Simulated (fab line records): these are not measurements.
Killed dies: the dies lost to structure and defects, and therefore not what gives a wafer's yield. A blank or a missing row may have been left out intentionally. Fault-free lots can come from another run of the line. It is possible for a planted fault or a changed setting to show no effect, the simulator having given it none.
Which of the tools did it? / flow gf180mcu / Sampling: 24 lots, 72 wafers, 4 of 602 route steps

WHAT THE GAUGES SHOWED, per wafer
GF_STI_THK_MEAS_04.
lot=L074; measured=day 1 14:02; on=film-metro-04; STI_CVD_03_THK (nm)=208.6 209.2 210.6
lot=L075; measured=day 1 18:34; on=film-metro-03; STI_CVD_03_THK (nm)=210.3 209.7 210.0
lot=L076; measured=day 1 23:35; on=film-metro-03; STI_CVD_03_THK (nm)=205.5 205.1 205.1
lot=L077; measured=day 2 04:34; on=film-metro-04; STI_CVD_03_THK (nm)=208.7 208.2 208.6
lot=L078; measured=day 2 09:34; on=film-metro-04; STI_CVD_03_THK (nm)=207.0 207.1 206.4
lot=L079; measured=day 2 14:35; on=film-metro-03; STI_CVD_03_THK (nm)=211.2 210.1 208.6
lot=L080; measured=day 2 19:35; on=film-metro-01; STI_CVD_03_THK (nm)=209.3 207.9 207.6
lot=L081; measured=day 3 01:34; on=film-metro-04; STI_CVD_03_THK (nm)=207.7 209.2 210.0
lot=L082; measured=day 3 05:34; on=film-metro-03; STI_CVD_03_THK (nm)=209.4 211.2 211.2
lot=L083; measured=day 3 10:53; on=film-metro-03; STI_CVD_03_THK (nm)=207.3 208.5 211.1
lot=L084; measured=day 3 16:11; on=film-metro-03; STI_CVD_03_THK (nm)=208.8 210.0 208.8
lot=L085; measured=day 3 21:34; on=film-metro-04; STI_CVD_03_THK (nm)=207.8 208.5 210.4
lot=L086; measured=day 4 01:34; on=film-metro-01; STI_CVD_03_THK (nm)=205.9 206.9 206.6
lot=L087; measured=day 4 09:40; on=film-metro-01; STI_CVD_03_THK (nm)=210.0 210.2 209.5
lot=L088; measured=day 4 13:45; on=film-metro-04; STI_CVD_03_THK (nm)=211.7 211.5 211.2
lot=L089; measured=day 4 17:15; on=film-metro-04; STI_CVD_03_THK (nm)=210.6 207.5 210.7
lot=L090; measured=day 4 21:34; on=film-metro-01; STI_CVD_03_THK (nm)=206.5 207.0 205.1
lot=L091; measured=day 5 02:34; on=film-metro-03; STI_CVD_03_THK (nm)=212.3 210.3 209.5
lot=L092; measured=day 5 07:51; on=film-metro-04; STI_CVD_03_THK (nm)=210.4 211.5 210.4
lot=L093; measured=day 5 14:35; on=film-metro-01; STI_CVD_03_THK (nm)=211.9 212.8 212.7
lot=L094; measured=day 5 19:09; on=film-metro-03; STI_CVD_03_THK (nm)=212.9 213.2 212.3
lot=L095; measured=day 6 00:18; on=film-metro-01; STI_CVD_03_THK (nm)=211.5 211.4 212.1
lot=L096; measured=day 6 04:41; on=film-metro-01; STI_CVD_03_THK (nm)=209.8 208.7 209.7
lot=L097; measured=day 6 08:59; on=film-metro-03; STI_CVD_03_THK (nm)=210.2 207.1 208.8

GF_HV_LDD_OVL_MEAS_08.
lot=L074; measured=day 10 05:28; on=overlay-02; HV_LDD_OVL (nm)=-0.3 0.4 1.1
lot=L075; measured=day 10 09:52; on=overlay-02; HV_LDD_OVL (nm)=1.9 0.3 -0.6
lot=L076; measured=day 10 19:31; on=overlay-02; HV_LDD_OVL (nm)=1.7 0.9 0.3
lot=L077; measured=day 10 20:29; on=overlay-01; HV_LDD_OVL (nm)=-0.9 -1.4 -0.4
lot=L078; measured=day 11 15:32; on=overlay-02; HV_LDD_OVL (nm)=-0.5 -0.3 0.7
lot=L079; measured=day 11 14:05; on=overlay-02; HV_LDD_OVL (nm)=1.2 -0.6 0.8
lot=L080; measured=day 11 19:20; on=overlay-02; HV_LDD_OVL (nm)=0.0 0.4 1.4
lot=L081; measured=day 12 05:22; on=overlay-01; HV_LDD_OVL (nm)=-1.5 0.1 0.5
lot=L082; measured=day 12 10:02; on=overlay-02; HV_LDD_OVL (nm)=-0.6 0.1 2.5
lot=L083; measured=day 12 23:49; on=overlay-02; HV_LDD_OVL (nm)=1.4 1.5 0.8
lot=L084; measured=day 13 07:55; on=overlay-02; HV_LDD_OVL (nm)=1.5 3.1 2.1
lot=L085; measured=day 13 16:19; on=overlay-02; HV_LDD_OVL (nm)=3.2 0.1 1.4
lot=L086; measured=day 13 16:37; on=overlay-02; HV_LDD_OVL (nm)=0.3 0.4 2.4
lot=L087; measured=day 14 05:44; on=overlay-02; HV_LDD_OVL (nm)=0.0 -2.8 0.6
lot=L088; measured=day 14 13:55; on=overlay-01; HV_LDD_OVL (nm)=0.5 -0.8 -0.4
lot=L089; measured=day 14 22:59; on=overlay-01; HV_LDD_OVL (nm)=0.2 0.0 -0.2
lot=L090; measured=day 15 00:26; on=overlay-02; HV_LDD_OVL (nm)=1.3 -0.3 0.6
lot=L091; measured=day 15 09:10; on=overlay-01; HV_LDD_OVL (nm)=-1.2 -2.5 1.2
lot=L092; measured=day 15 16:49; on=overlay-01; HV_LDD_OVL (nm)=0.3 1.7 0.2
lot=L093; measured=day 15 23:33; on=overlay-02; HV_LDD_OVL (nm)=1.2 0.5 0.3
lot=L094; measured=day 16 11:26; on=overlay-01; HV_LDD_OVL (nm)=0.1 -0.4 -0.5
lot=L095; measured=day 16 11:28; on=overlay-02; HV_LDD_OVL (nm)=1.5 -0.3 0.2
lot=L096; measured=day 16 21:53; on=overlay-02; HV_LDD_OVL (nm)=0.6 -1.0 0.8
lot=L097; measured=day 17 02:34; on=overlay-02; HV_LDD_OVL (nm)=0.3 -1.3 0.1

GF_V1_OVL_MEAS_15.
lot=L074; measured=day 18 08:49; on=overlay-02; V1_OVL (nm)=6 3 1
lot=L075; measured=day 18 15:02; on=overlay-02; V1_OVL (nm)=5 -3 1
lot=L076; measured=day 19 04:37; on=overlay-02; V1_OVL (nm)=-4 4 0
lot=L077; measured=day 19 06:38; on=overlay-02; V1_OVL (nm)=5 4 4
lot=L078; measured=day 20 07:36; on=overlay-02; V1_OVL (nm)=2 -4 8
lot=L079; measured=day 20 03:54; on=overlay-02; V1_OVL (nm)=8 5 14
lot=L080; measured=day 20 12:05; on=overlay-02; V1_OVL (nm)=-4 -5 7
lot=L081; measured=day 20 20:53; on=overlay-01; V1_OVL (nm)=-1 0 2
lot=L082; measured=day 21 04:55; on=overlay-02; V1_OVL (nm)=2 -5 2
lot=L083; measured=day 21 22:46; on=overlay-02; V1_OVL (nm)=-5 -1 -6
lot=L084; measured=day 22 05:32; on=overlay-01; V1_OVL (nm)=0 0 2
lot=L085; measured=day 22 14:53; on=overlay-01; V1_OVL (nm)=-7 -13 -6
lot=L086; measured=day 22 17:57; on=overlay-01; V1_OVL (nm)=1 -6 3
lot=L087; measured=day 23 08:47; on=overlay-01; V1_OVL (nm)=-1 0 -2
lot=L088; measured=day 23 17:20; on=overlay-02; V1_OVL (nm)=-2 -1 -10
lot=L089; measured=day 24 02:05; on=overlay-01; V1_OVL (nm)=1 -1 -2
lot=L090; measured=day 24 02:44; on=overlay-01; V1_OVL (nm)=-1 -2 -4
lot=L091; measured=day 24 13:32; on=overlay-02; V1_OVL (nm)=6 0 6
lot=L092; measured=day 24 20:27; on=overlay-01; V1_OVL (nm)=-8 -5 0
lot=L093; measured=day 25 02:31; on=overlay-01; V1_OVL (nm)=4 -10 1
lot=L094; measured=day 25 14:56; on=overlay-02; V1_OVL (nm)=-5 -4 -6
lot=L095; measured=day 25 15:43; on=overlay-01; V1_OVL (nm)=2 -1 5
lot=L096; measured=day 26 00:50; on=overlay-01; V1_OVL (nm)=-2 -3 -8
lot=L097; measured=day 26 03:58; on=overlay-01; V1_OVL (nm)=-11 -9 -9

WHAT TOOL EACH LOT RAN ON (gives the tool, then ch and the chambers of the sampled wafers, and finally the start)
lot=L074; GF_CONTACT_STRIP_18=plasma-asher-03 ch 0,1, day 16 08:17
lot=L075; GF_CONTACT_STRIP_18=plasma-asher-04 ch 0,1, day 16 14:14
lot=L076; GF_CONTACT_STRIP_18=plasma-asher-01 ch 0,1, day 17 02:01
lot=L077; GF_CONTACT_STRIP_18=plasma-asher-04 ch 0,1, day 17 05:02
lot=L078; GF_CONTACT_STRIP_18=plasma-asher-03 ch 0,1, day 18 03:38
lot=L079; GF_CONTACT_STRIP_18=plasma-asher-01 ch 0,1, day 17 23:55
lot=L080; GF_CONTACT_STRIP_18=plasma-asher-03 ch 0,1, day 18 08:32
lot=L081; GF_CONTACT_STRIP_18=plasma-asher-01 ch 0,1, day 18 18:02
lot=L082; GF_CONTACT_STRIP_18=plasma-asher-01 ch 0,1, day 19 01:37
lot=L083; GF_CONTACT_STRIP_18=plasma-asher-01 ch 0,1, day 19 19:31
lot=L084; GF_CONTACT_STRIP_18=plasma-asher-03 ch 1, day 20 03:39
lot=L085; GF_CONTACT_STRIP_18=plasma-asher-01 ch 0,1, day 20 12:47
lot=L086; GF_CONTACT_STRIP_18=plasma-asher-01 ch 0,1, day 20 15:20
lot=L087; GF_CONTACT_STRIP_18=plasma-asher-01 ch 0,1, day 21 07:29
lot=L088; GF_CONTACT_STRIP_18=plasma-asher-01 ch 0,1, day 21 16:14
lot=L089; GF_CONTACT_STRIP_18=plasma-asher-04 ch 0,1, day 22 01:33
lot=L090; GF_CONTACT_STRIP_18=plasma-asher-01 ch 0,1, day 22 01:43
lot=L091; GF_CONTACT_STRIP_18=plasma-asher-04 ch 0,1, day 22 12:43
lot=L092; GF_CONTACT_STRIP_18=plasma-asher-01 ch 0,1, day 22 20:45
lot=L093; GF_CONTACT_STRIP_18=plasma-asher-03 ch 0,1, day 23 03:15
lot=L094; GF_CONTACT_STRIP_18=plasma-asher-01 ch 0,1, day 23 15:29
lot=L095; GF_CONTACT_STRIP_18=plasma-asher-04 ch 0,1, day 23 16:37
lot=L096; GF_CONTACT_STRIP_18=plasma-asher-04 ch 0,1, day 24 02:41
lot=L097; GF_CONTACT_STRIP_18=plasma-asher-03 ch 0,1, day 24 06:36
- GF_CONTACT_STRIP_18: strips in O2/N2.

AS READ BY THE TOOLS THEMSELVES (means over the sampled wafers that have a number; for cases with no such wafer, the mark the record gives instead)
GF_CONTACT_STRIP_18.
lot=L074; tool=plasma-asher-03; drypump-motor-current-A (A)=5.8; heater-power-w (W)=333; oes-product-au (a.u.)=0.577
lot=L075; tool=plasma-asher-04; drypump-motor-current-A (A)=5.5; heater-power-w (W)=342; oes-product-au (a.u.)=0.578
lot=L076; tool=plasma-asher-01; drypump-motor-current-A (A)=5.2; heater-power-w (W)=334; oes-product-au (a.u.)=0.582
lot=L077; tool=plasma-asher-04; drypump-motor-current-A (A)=5.4; heater-power-w (W)=340; oes-product-au (a.u.)=0.582
lot=L078; tool=plasma-asher-03; drypump-motor-current-A (A)=5.8; heater-power-w (W)=338; oes-product-au (a.u.)=0.578
lot=L079; tool=plasma-asher-01; drypump-motor-current-A (A)=5.5; heater-power-w (W)=344; oes-product-au (a.u.)=0.578
lot=L080; tool=plasma-asher-03; drypump-motor-current-A (A)=5.8; heater-power-w (W)=333; oes-product-au (a.u.)=0.582
lot=L081; tool=plasma-asher-01; drypump-motor-current-A (A)=5.5; heater-power-w (W)=344; oes-product-au (a.u.)=0.581
lot=L082; tool=plasma-asher-01; drypump-motor-current-A (A)=5.4; heater-power-w (W)=345; oes-product-au (a.u.)=0.579
lot=L083; tool=plasma-asher-01; drypump-motor-current-A (A)=5.2; heater-power-w (W)=334; oes-product-au (a.u.)=0.579
lot=L084; tool=plasma-asher-03; drypump-motor-current-A (A)=5.6; heater-power-w (W)=352; oes-product-au (a.u.)=0.578
lot=L085; tool=plasma-asher-01; drypump-motor-current-A (A)=5.5; heater-power-w (W)=341; oes-product-au (a.u.)=0.582
lot=L086; tool=plasma-asher-01; drypump-motor-current-A (A)=5.2; heater-power-w (W)=335; oes-product-au (a.u.)=0.584
lot=L087; tool=plasma-asher-01; drypump-motor-current-A (A)=5.2; heater-power-w (W)=332; oes-product-au (a.u.)=0.584
lot=L088; tool=plasma-asher-01; drypump-motor-current-A (A)=5.5; heater-power-w (W)=343; oes-product-au (a.u.)=0.578
lot=L089; tool=plasma-asher-04; drypump-motor-current-A (A)=5.4; heater-power-w (W)=339; oes-product-au (a.u.)=0.583
lot=L090; tool=plasma-asher-01; drypump-motor-current-A (A)=5.5; heater-power-w (W)=344; oes-product-au (a.u.)=0.579
lot=L091; tool=plasma-asher-04; drypump-motor-current-A (A)=5.4; heater-power-w (W)=346; oes-product-au (a.u.)=0.579
lot=L092; tool=plasma-asher-01; drypump-motor-current-A (A)=5.5; heater-power-w (W)=346; oes-product-au (a.u.)=0.581
lot=L093; tool=plasma-asher-03; drypump-motor-current-A (A)=5.8; heater-power-w (W)=338; oes-product-au (a.u.)=0.582
lot=L094; tool=plasma-asher-01; drypump-motor-current-A (A)=5.4; heater-power-w (W)=348; oes-product-au (a.u.)=0.575
lot=L095; tool=plasma-asher-04; drypump-motor-current-A (A)=5.5; heater-power-w (W)=344; oes-product-au (a.u.)=0.578
lot=L096; tool=plasma-asher-04; drypump-motor-current-A (A)=5.4; heater-power-w (W)=335; oes-product-au (a.u.)=0.583
lot=L097; tool=plasma-asher-03; drypump-motor-current-A (A)=5.7; heater-power-w (W)=338; oes-product-au (a.u.)=0.580

THE ANSWER, worked out from the rows above alone
Rule: what is usual is taken from the lots themselves. Put in order of their means at a reading, lots are off if they are a third of the lots or fewer, leave a main group of 4 or more, and stand apart from it by a gap of 3 or more times the standard deviation of the main group's means; of several such gaps the widest counts. Not used: any main group whose means are identical at the precision the tables above print for the reading. A lot without any number at a reading at which 4 lots or more have one is off too. Any other lot the step has rows for is counted as sound. After the gauges, taken in route order, come the tools' own readings; for these a lot's mean is taken, as printed above. At the first step where some lot is off, the reading lying furthest off is the one used; lots without a number count as furthest.
Nothing can be told from this: no lot is off at any reading shown.

WHAT THE SIMULATOR HAD INSERTED
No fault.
